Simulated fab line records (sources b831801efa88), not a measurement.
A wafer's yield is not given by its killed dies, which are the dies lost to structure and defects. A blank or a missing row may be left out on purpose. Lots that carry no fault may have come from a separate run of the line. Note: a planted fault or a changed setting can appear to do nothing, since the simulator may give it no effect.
Which tool is to blame? :: flow gf180mcu :: 29 wafers from 10 lots sampled at 5 of the route's 602 steps

## WHAT THE GAUGES READ, wafer by wafer
GF_M3_CD_MEAS_14 targets a cd of 280 nm. Usual: cd nm 280.3 nm, standard deviation 1.4.
lot: L750
measured: day 21 07:29
on: cd sem-02
cd nm (nm): 281.0 280.1 280.8
flag: 

lot: L754
measured: day 22 18:49
on: cd sem-02
cd nm (nm): 279.8 279.1 280.6
flag: 

lot: L753
measured: day 23 00:16
on: cd sem-01
cd nm (nm): 278.8 277.6 279.6
flag: 

lot: L757
measured: day 24 01:01
on: cd sem-02
cd nm (nm): 280.1 281.9 280.5
flag: 

lot: L761
measured: day 25 03:55
on: cd sem-01
cd nm (nm): 281.1 281.8 281.2
flag: 

lot: L762
measured: day 25 15:32
on: cd sem-02
cd nm (nm): 279.2 281.3 279.3
flag: 

lot: L767
measured: day 27 02:07
on: cd sem-01
cd nm (nm): 281.6 280.0 281.8
flag: 

lot: L769
measured: day 27 20:24
on: cd sem-01
cd nm (nm): 280.6 280.2
flag: 

lot: L772
measured: day 28 13:10
on: cd sem-01
cd nm (nm): 278.6 280.2 279.6
flag: 

lot: L773
measured: day 28 14:56
on: cd sem-02
cd nm (nm): 282.0 282.1 283.0
flag: 

GF_MIM_RS_MEAS_10: a four-point-probe measurement. Usual: MIM_ALCU_RS typically reads 0.1605 ohm/sq, with standard deviation 0.0015.
lot: L750
measured: day 24 09:39
on: film metro-02
MIM_ALCU_RS (ohm/sq): 0.1584 0.1603 0.1608
flag: 

lot: L754
measured: day 25 19:02
on: film metro-04
MIM_ALCU_RS (ohm/sq): 0.1609 0.1612 0.1620
flag: 

lot: L753
measured: day 25 23:50
on: film metro-01
MIM_ALCU_RS (ohm/sq): 0.1591 0.1612 0.1613
flag: 

lot: L757
measured: day 27 00:08
on: film metro-04
MIM_ALCU_RS (ohm/sq): 0.1611 0.1615 0.1616
flag: 

lot: L761
measured: day 27 23:39
on: film metro-01
MIM_ALCU_RS (ohm/sq): 0.1604 0.1600 0.1585
flag: 

lot: L762
measured: day 28 10:12
on: film metro-02
MIM_ALCU_RS (ohm/sq): 0.1605 0.1604 0.1610
flag: 

lot: L767
measured: day 29 19:49
on: film metro-04
MIM_ALCU_RS (ohm/sq): 0.1591 0.1614 0.1624 0.1591 0.1611 0.1623
flag: 

lot: L769
measured: day 30 12:21
on: film metro-02
MIM_ALCU_RS (ohm/sq): 0.1589 0.1600 0.1589 0.1598
flag: 

lot: L772
measured: day 31 03:49
on: film metro-04
MIM_ALCU_RS (ohm/sq): 0.1598 0.1598 0.1611 0.1599 0.1595 0.1607
flag: 

lot: L773
measured: day 31 06:29
on: film metro-01
MIM_ALCU_RS (ohm/sq): 0.1615 0.1611 0.1624
flag: 

GF_MIM_THK_MEAS_11: measures by xrf. Usual: MIM_ALCU_THK typically reads 198.3 nm, with standard deviation 2.2.
lot: L750
measured: day 24 09:45
on: film metro-02
MIM_ALCU_THK (nm): 201.0 198.5 198.0
flag: 

lot: L754
measured: day 25 19:10
on: film metro-04
MIM_ALCU_THK (nm): 197.4 197.2 197.6
flag: 

lot: L753
measured: day 25 23:56
on: film metro-01
MIM_ALCU_THK (nm): 198.1 196.8 198.1
flag: 

lot: L757
measured: day 27 00:15
on: film metro-04
MIM_ALCU_THK (nm): 199.3 199.1 198.3
flag: 

lot: L761
measured: day 27 23:46
on: film metro-01
MIM_ALCU_THK (nm): 195.1 195.5 198.2
flag: 

lot: L762
measured: day 28 10:19
on: film metro-02
MIM_ALCU_THK (nm): 197.3 198.4 196.7
flag: 

lot: L767
measured: day 29 22:05
on: film metro-04
MIM_ALCU_THK (nm): 201.1 187.0 197.7 201.2 186.6 196.3
flag: 

lot: L769
measured: day 30 14:02
on: film metro-02
MIM_ALCU_THK (nm): 188.9 201.4 188.2 198.6
flag: 

lot: L772
measured: day 31 07:29
on: film metro-04
MIM_ALCU_THK (nm): 200.6 188.3 188.1 200.1 188.3 186.3
flag: 

lot: L773
measured: day 31 06:37
on: film metro-01
MIM_ALCU_THK (nm): 197.1 196.4 194.3
flag: 

## TOOL THAT RAN EACH LOT (tool first, then ch and the chambers of the sampled wafers, then the start)
lot: L750
GF_M3_SPUTTER_04: pvd sputter-02, day 20 07:41
GF_MIM_SPUTTER_09: pvd sputter-04, day 24 09:35

lot: L754
GF_M3_SPUTTER_04: pvd sputter-04, day 21 20:01
GF_MIM_SPUTTER_09: pvd sputter-02, day 25 19:01

lot: L753
GF_M3_SPUTTER_04: pvd sputter-04, day 22 00:52
GF_MIM_SPUTTER_09: pvd sputter-04, day 25 23:47

lot: L757
GF_M3_SPUTTER_04: pvd sputter-02, day 23 03:04
GF_MIM_SPUTTER_09: pvd sputter-01, day 27 00:05

lot: L761
GF_M3_SPUTTER_04: pvd sputter-04, day 24 06:25
GF_MIM_SPUTTER_09: pvd sputter-01, day 27 23:37

lot: L762
GF_M3_SPUTTER_04: pvd sputter-04, day 24 17:28
GF_MIM_SPUTTER_09: pvd sputter-01, day 28 10:08

lot: L767
GF_M3_SPUTTER_04: pvd sputter-01, day 26 05:40
GF_MIM_SPUTTER_09: pvd sputter-01, day 29 19:47

lot: L769
GF_M3_SPUTTER_04: pvd sputter-04, day 27 00:07
GF_MIM_SPUTTER_09: pvd sputter-01, day 30 12:18

lot: L772
GF_M3_SPUTTER_04: pvd sputter-04, day 27 17:53
GF_MIM_SPUTTER_09: pvd sputter-01, day 31 03:47

lot: L773
GF_M3_SPUTTER_04: pvd sputter-02, day 27 19:04
GF_MIM_SPUTTER_09: pvd sputter-02, day 31 06:28
- GF_M3_SPUTTER_04: material TiN, target thk 50 nm, time 41.7 s.
- GF_MIM_SPUTTER_09: material TiN, target thk 35 nm, time 29.2 s.

## AS READ BY THE TOOLS THEMSELVES (means over the sampled wafers that have a number; for cases with no such wafer, the mark the record gives instead)
GF_M3_SPUTTER_04. Usual: cathode dc power W 6500.0 W, standard deviation 1.1; throttle valve pct 30.0 %, standard deviation 0.87.
lot: L750
tool: pvd sputter-02
cathode dc power W (W): 6499.6
throttle valve pct (%): 29.7
flag: 

lot: L754
tool: pvd sputter-04
cathode dc power W (W): 6498.9
throttle valve pct (%): 30.1
flag: 

lot: L753
tool: pvd sputter-04
cathode dc power W (W): 6500.1
throttle valve pct (%): 29.5
flag: 

lot: L757
tool: pvd sputter-02
cathode dc power W (W): 6500.2
throttle valve pct (%): 30.2
flag: 

lot: L761
tool: pvd sputter-04
cathode dc power W (W): 6500.3
throttle valve pct (%): 29.4
flag: 

lot: L762
tool: pvd sputter-04
cathode dc power W (W): 6500.2
throttle valve pct (%): 30.2
flag: 

lot: L767
tool: pvd sputter-01
cathode dc power W (W): 6499.9
throttle valve pct (%): 30.7
flag: 

lot: L769
tool: pvd sputter-04
cathode dc power W (W): 6500.0
throttle valve pct (%): 29.1
flag: 

lot: L772
tool: pvd sputter-04
cathode dc power W (W): 6500.3
throttle valve pct (%): 30.2
flag: 

lot: L773
tool: pvd sputter-02
cathode dc power W (W): 6500.3
throttle valve pct (%): 29.4
flag: 

GF_MIM_SPUTTER_09. Usual: cathode dc power W 6500.0 W, standard deviation 1.2; throttle valve pct 30.0 %, standard deviation 0.85.
lot: L750
tool: pvd sputter-04
cathode dc power W (W): 6499.5
throttle valve pct (%): 29.7
flag: 

lot: L754
tool: pvd sputter-02
cathode dc power W (W): 6499.8
throttle valve pct (%): 29.6
flag: 

lot: L753
tool: pvd sputter-04
cathode dc power W (W): 6498.0
throttle valve pct (%): 30.5
flag: 

lot: L757
tool: pvd sputter-01
cathode dc power W (W): 6499.3
throttle valve pct (%): 30.6
flag: 

lot: L761
tool: pvd sputter-01
cathode dc power W (W): 6499.7
throttle valve pct (%): 30.2
flag: 

lot: L762
tool: pvd sputter-01
cathode dc power W (W): 6500.2
throttle valve pct (%): 31.2
flag: 

lot: L767
tool: pvd sputter-01
cathode dc power W (W): 6500.6
throttle valve pct (%): 30.8
flag: 

lot: L769
tool: pvd sputter-01
cathode dc power W (W): 6500.1
throttle valve pct (%): 30.4
flag: 

lot: L772
tool: pvd sputter-01
cathode dc power W (W): 6499.2
throttle valve pct (%): 30.4
flag: 

lot: L773
tool: pvd sputter-02
cathode dc power W (W): 6500.6
throttle valve pct (%): 29.6
flag: 

## THE ANSWER, worked out from the rows above alone
Rule: a lot counts as off when the mean over its wafers that have a number is more than 3 standard deviations away from the usual mean. A lot without any number at a reading at which 4 lots or more have one is off too. Where the step has rows for the other lots, those lots are counted as sound. Order of review: gauges by route order, followed by the tools' own readings, for which a lot's mean as printed above is used. The first step at which some lot is off is used, and at that step the reading that is off furthest; a lot without a number counts as furthest.
Nothing can be told from this: no lot is off at any reading shown.

## WHAT THE SIMULATOR HAD INSERTED
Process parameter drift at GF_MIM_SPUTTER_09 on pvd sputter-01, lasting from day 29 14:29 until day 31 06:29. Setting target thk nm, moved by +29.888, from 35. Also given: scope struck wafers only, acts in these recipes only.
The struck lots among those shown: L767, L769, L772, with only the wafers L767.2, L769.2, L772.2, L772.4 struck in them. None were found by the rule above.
